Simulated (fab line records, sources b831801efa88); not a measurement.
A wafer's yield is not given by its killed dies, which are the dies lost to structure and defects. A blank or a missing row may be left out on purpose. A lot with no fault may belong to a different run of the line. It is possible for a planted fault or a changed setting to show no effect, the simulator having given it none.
Which of the tools did it? | flow gf180mcu | Sampling: 13 lots, 39 wafers, 5 of 602 route steps

WHAT EACH GAUGE READ, for each wafer
GF_DUAL_GATE_THK_MEAS_03. Usual: DUAL_GATE_OXIDATION_00_THK gives 10.89 nm (standard deviation 0.2).
lot  | measured     | on            | DUAL_GATE_OXIDATION_00_THK (nm) | flag
L896 | day 7 14:35  | film-metro-04 | 10.62 10.63 10.76               |
L897 | day 7 21:33  | film-metro-04 | 10.92 10.93 11.13               |
L898 | day 8 05:53  | film-metro-04 | 10.64 10.92 10.71               |
L899 | day 8 10:34  | film-metro-02 | 10.75 10.84 10.94               |
L901 | day 9 01:24  | film-metro-02 | 11.05 11.08 10.86               |
L902 | day 9 09:07  | film-metro-04 | 11.09 10.92 11.18               |
L905 | day 10 03:49 | film-metro-04 | 10.82 10.79 10.64               |
L906 | day 10 09:22 | film-metro-04 | 11.11 11.21 11.05               |
L908 | day 11 02:40 | film-metro-03 | 11.10 11.16 11.13               |
L913 | day 12 11:00 | film-metro-04 | 10.61 10.76 10.57               |
L915 | day 12 22:11 | film-metro-02 | 10.67 10.84 10.72               |
L917 | day 13 12:29 | film-metro-03 | 10.74 10.77 10.82               |
L918 | day 13 19:22 | film-metro-02 | 10.85 10.85 10.78               |

GF_POLY_GATE_CD_MEAS_10: the cd target is 280 nm. Usual: cd-nm 279.9 nm, standard deviation 1.
lot  | measured     | on        | cd-nm (nm)        | flag
L896 | day 9 01:50  | cd-sem-01 | 280.7 280.0 278.5 |
L897 | day 9 11:27  | cd-sem-01 | 280.5 280.7 279.3 |
L898 | day 9 18:41  | cd-sem-01 | 280.5 281.8 281.5 |
L899 | day 9 23:33  | cd-sem-01 | 278.2 279.3 278.6 |
L901 | day 10 16:30 | cd-sem-02 | 279.1 279.1 280.0 |
L902 | day 11 00:01 | cd-sem-02 | 279.0 279.0 279.2 |
L905 | day 11 19:52 | cd-sem-02 | 277.2 278.6 278.6 |
L906 | day 12 01:46 | cd-sem-02 | 322.5 323.2 323.8 | OFF
L908 | day 12 21:29 | cd-sem-01 | 280.1 279.2 279.8 |
L913 | day 14 08:27 | cd-sem-02 | 280.1 279.9 281.2 |
L915 | day 14 18:38 | cd-sem-02 | 280.5 281.2 279.8 |
L917 | day 15 11:58 | cd-sem-02 | 279.7 280.0 280.8 |
L918 | day 15 16:55 | cd-sem-01 | 279.9 280.6 281.0 |

GF_HV_LDD_CD_MEAS_07: the cd target is 400 nm. Usual: cd-nm 400.3 nm, standard deviation 2.3.
lot  | measured     | on        | cd-nm (nm)        | flag
L896 | day 9 20:59  | cd-sem-02 | 402.6 400.4 402.5 |
L897 | day 10 07:05 | cd-sem-01 | 402.4 403.2 403.0 |
L898 | day 10 15:55 | cd-sem-02 | 398.3 399.9 400.5 |
L899 | day 10 19:21 | cd-sem-02 | 398.0 400.1 400.0 |
L901 | day 11 12:08 | cd-sem-01 | 401.5 401.1 400.5 |
L902 | day 11 23:00 | cd-sem-01 | 394.4 396.4 393.9 |
L905 | day 12 18:01 | cd-sem-01 | 398.1 398.7 399.9 |
L906 | day 12 23:39 | cd-sem-01 | 397.3 396.5 399.3 |
L908 | day 13 18:58 | cd-sem-01 | 402.0 402.2 399.6 |
L913 | day 15 08:05 | cd-sem-01 | 401.7 402.9 401.7 |
L915 | day 15 18:25 | cd-sem-01 | 399.6 401.8 399.6 |
L917 | day 16 12:40 | cd-sem-02 | 401.0 402.8 400.0 |
L918 | day 16 16:49 | cd-sem-01 | 398.4 395.9 398.1 |

TOOL THAT RAN EACH LOT (tool first, then ch and the chambers of the sampled wafers, then the start)
lot  | GF_VT_IMPLANT_RTA_45             | GF_POLY_GATE_EXPOSE_07
L896 | rtp-anneal-02 ch 0, day 7 12:23  | krf-scanner-01 ch 0, day 8 17:56
L897 | rtp-anneal-02 ch 0, day 7 19:20  | krf-scanner-02 ch 0, day 9 02:35
L898 | rtp-anneal-01 ch 0, day 8 01:43  | krf-scanner-01 ch 0, day 9 10:14
L899 | rtp-anneal-02 ch 0, day 8 08:21  | krf-scanner-02 ch 0, day 9 15:01
L901 | rtp-anneal-01 ch 0, day 8 22:19  | krf-scanner-02 ch 0, day 10 08:04
L902 | rtp-anneal-01 ch 0, day 9 06:55  | krf-scanner-01 ch 0, day 10 15:19
L905 | rtp-anneal-02 ch 0, day 10 01:37 | krf-scanner-02 ch 0, day 11 10:19
L906 | rtp-anneal-01 ch 0, day 10 07:08 | krf-scanner-02 ch 0, day 11 16:11
L908 | rtp-anneal-02 ch 0, day 10 22:37 | krf-scanner-02 ch 0, day 12 11:16
L913 | rtp-anneal-01 ch 0, day 12 07:31 | krf-scanner-02 ch 0, day 13 21:52
L915 | rtp-anneal-01 ch 0, day 12 19:58 | krf-scanner-01 ch 0, day 14 08:12
L917 | rtp-anneal-02 ch 0, day 13 09:29 | krf-scanner-02 ch 0, day 15 01:11
L918 | rtp-anneal-02 ch 0, day 13 17:05 | krf-scanner-02 ch 0, day 15 06:11
- GF_VT_IMPLANT_RTA_45: time 30 s.
- GF_POLY_GATE_EXPOSE_07: exposes mask Poly2, target cd 280 nm.

WHAT THE TOOLS THEMSELVES READ (means of the sampled wafers that have a number; where no wafer has one, the mark that the record gives instead)
GF_VT_IMPLANT_RTA_45. Usual: lamp-power-pct 31.240 %, standard deviation 0.028; wafer_temp_C_max 1053.2, standard deviation 0.64.
lot  | tool          | lamp-power-pct (%) | wafer_temp_C_max | flag
L896 | rtp-anneal-02 | 31.255             | 1053.2           |
L897 | rtp-anneal-02 | 31.253             | 1053.0           |
L898 | rtp-anneal-01 | 31.209             | 1053.8           |
L899 | rtp-anneal-02 | 31.264             | 1053.1           |
L901 | rtp-anneal-01 | 31.229             | 1053.4           |
L902 | rtp-anneal-01 | 31.242             | 1052.7           |
L905 | rtp-anneal-02 | 31.249             | 1053.9           |
L906 | rtp-anneal-01 | 31.213             | 1053.5           |
L908 | rtp-anneal-02 | 31.245             | 1052.4           |
L913 | rtp-anneal-01 | 31.235             | 1052.9           |
L915 | rtp-anneal-01 | 31.242             | 1053.6           |
L917 | rtp-anneal-02 | 31.233             | 1053.5           |
L918 | rtp-anneal-02 | 31.237             | 1053.5           |

GF_POLY_GATE_EXPOSE_07. Usual: focus-offset-nm 0.1 nm, standard deviation 0.55; reticle-temp-C 22.98 C, standard deviation 0.12.
lot  | tool           | focus-offset-nm (nm) | reticle-temp-C (C) | flag
L896 | krf-scanner-01 | 0.3                  | 23.00              |
L897 | krf-scanner-02 | 0.6                  | 22.91              |
L898 | krf-scanner-01 | -0.8                 | 22.77              |
L899 | krf-scanner-02 | -0.2                 | 22.93              |
L901 | krf-scanner-02 | 0.8                  | 22.92              |
L902 | krf-scanner-01 | 0.1                  | 23.00              |
L905 | krf-scanner-02 | 0.3                  | 22.96              |
L906 | krf-scanner-02 | 0.2                  | 23.01              |
L908 | krf-scanner-02 | 0.6                  | 23.00              |
L913 | krf-scanner-02 | -0.6                 | 22.99              |
L915 | krf-scanner-01 | -0.3                 | 22.83              |
L917 | krf-scanner-02 | -0.2                 | 22.92              |
L918 | krf-scanner-02 | -0.4                 | 23.22              |

THE ANSWER, worked out from the rows above alone
Rule: lot off if the mean of its wafers having a number is beyond 3 standard deviations from the usual mean. Also off: a lot with no number at a reading for which 4 or more lots have one. All remaining lots with rows at the step are treated as sound. First the gauges in route order, then the tools' own readings, where a lot's mean is used as printed above. At the first step where some lot is off, the reading lying furthest off is the one used; lots without a number count as furthest.
Off: L906 (GF_POLY_GATE_CD_MEAS_10, cd-nm).
A tool fits if, at a process step before that reading, it ran every lot that is off, and no sound lot after the first of them. Gauges at GF_POLY_GATE_CD_MEAS_10: tried the same way as those tools. Of those tried, none fits.

WHAT THE SIMULATOR HAD INSERTED
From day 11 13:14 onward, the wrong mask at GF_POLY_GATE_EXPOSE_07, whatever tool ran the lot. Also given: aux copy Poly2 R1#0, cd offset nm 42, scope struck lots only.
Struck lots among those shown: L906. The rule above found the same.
